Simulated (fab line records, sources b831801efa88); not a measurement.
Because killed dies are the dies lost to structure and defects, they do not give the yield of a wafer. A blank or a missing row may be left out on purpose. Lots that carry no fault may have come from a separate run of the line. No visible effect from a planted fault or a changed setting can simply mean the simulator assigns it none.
Problem report in the 8D (eight disciplines) form, filled by code | flow sky130 | the parts of the form that need people (team, actions taken, sign-off) are left out

1. WHAT WENT WRONG
Mean VIA4_W_RS at SKY_VIA4_RS_MEAS_19: 0.4314 ohm/sq over 3 wafers in 2 lots; fault-free wafers: 0.2143 ohm/sq, standard deviation 0.0029. That puts it +75 standard deviations away from the usual mean.
The step: measures by four-point-probe.
First observed at day 45 18:32: wafer L976.1, on filmMetro-04. The record has a number at this step for 30 wafers belonging to 10 lots. Rule for "out" (also "out of limits"): further than 4 standard deviations from the usual mean. The other wafers with a number count as sound.

2. WHAT IT IS, WHAT IT ISN'T
question                    | is                         | is not
which readings at this step | VIA4_W_RS                  | -
which lots                  | L976, L978                 | L965, L966, L981, L982, L983, L984, L985, L986
which wafers of those lots  | L976.1, L978.1, L978.2     | L976.4, L976.6, L978.5
read on which gauges        | filmMetro-01, filmMetro-04 | filmMetro-02
when                        | from day 45 18:32          | up to then (8 sound wafers); but 19 sound wafers of L978, L981, L982, L983, L984, L985, L986 came after

3. SUSPECTS, AND WHAT RULES EACH OUT
Counting: any tool at a process step up to the reading remains a suspect provided it ran every lot that is out. Sound lots after the first of them don't rule it out here, since some wafers of a struck lot are sound.
- the gauge at SKY_VIA4_RS_MEAS_19 is ruled out. Those wafers that are out were read across 2 gauges (filmMetro-01, filmMetro-04).
- cvdW-02 at SKY_VIA4_CVD_18 (deposits W, target thk 505 nm, time 152.14 s): kept. It ran every lot that is out, first L976 (day 45 18:22).
After counting, what remains is cvdW-02 at SKY_VIA4_CVD_18.

4. THE CAUSE (what the simulator had put in)
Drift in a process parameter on cvdW-02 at SKY_VIA4_CVD_18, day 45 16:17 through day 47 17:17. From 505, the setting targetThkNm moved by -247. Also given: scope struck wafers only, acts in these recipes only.
This tool alone remained once counting was done.

5. SEQUENCE OF EFFECTS, ordered by route
One row per reading whose mean, taken over the struck wafers that have a number, lies over 3 standard deviations from the usual. Scope: only readings with a usual standard deviation given in the record; hours: median across lots of the time from each lot's start at the first step in this table that gives one to its start at this step; sigmas: change in usual standard deviations.
hours | step                 | reading         | usual         | on struck wafers | change  | sigmas
0     | SKY_VIA4_RS_MEAS_19  | VIA4_W_RS       | 0.2143 ohm/sq | 0.4314           | +0.2171 | +75
0     | SKY_VIA4_THK_MEAS_20 | VIA4_W_THK      | 521 nm        | 261              | -260    | -33
1     | SKY_VIA4_CMP_21      | timeToEndpointS | 131 s         | 66               | -65     | -12
It contains these process steps:
- SKY_VIA4_CMP_21: polishes, stops on SiO2, t overpolish 25 s, target thk 0 nm.

6. HOW IT WOULD HAVE BEEN CAUGHT EARLIER
2 hours passed between the start of the fault at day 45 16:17 and the first reading out of limits at a measuring or inspecting step in this record, taken at day 45 18:32.
An alarm limit of 4 standard deviations would not have fired on the tool readings at SKY_VIA4_CVD_18 for which the record gives a usual standard deviation, since none of them was out on any struck wafer.
Lots out: 2; of these, L978 started SKY_VIA4_CVD_18 on cvdW-02 after day 45 18:32. A tool hold placed at that time would have kept it from harm.
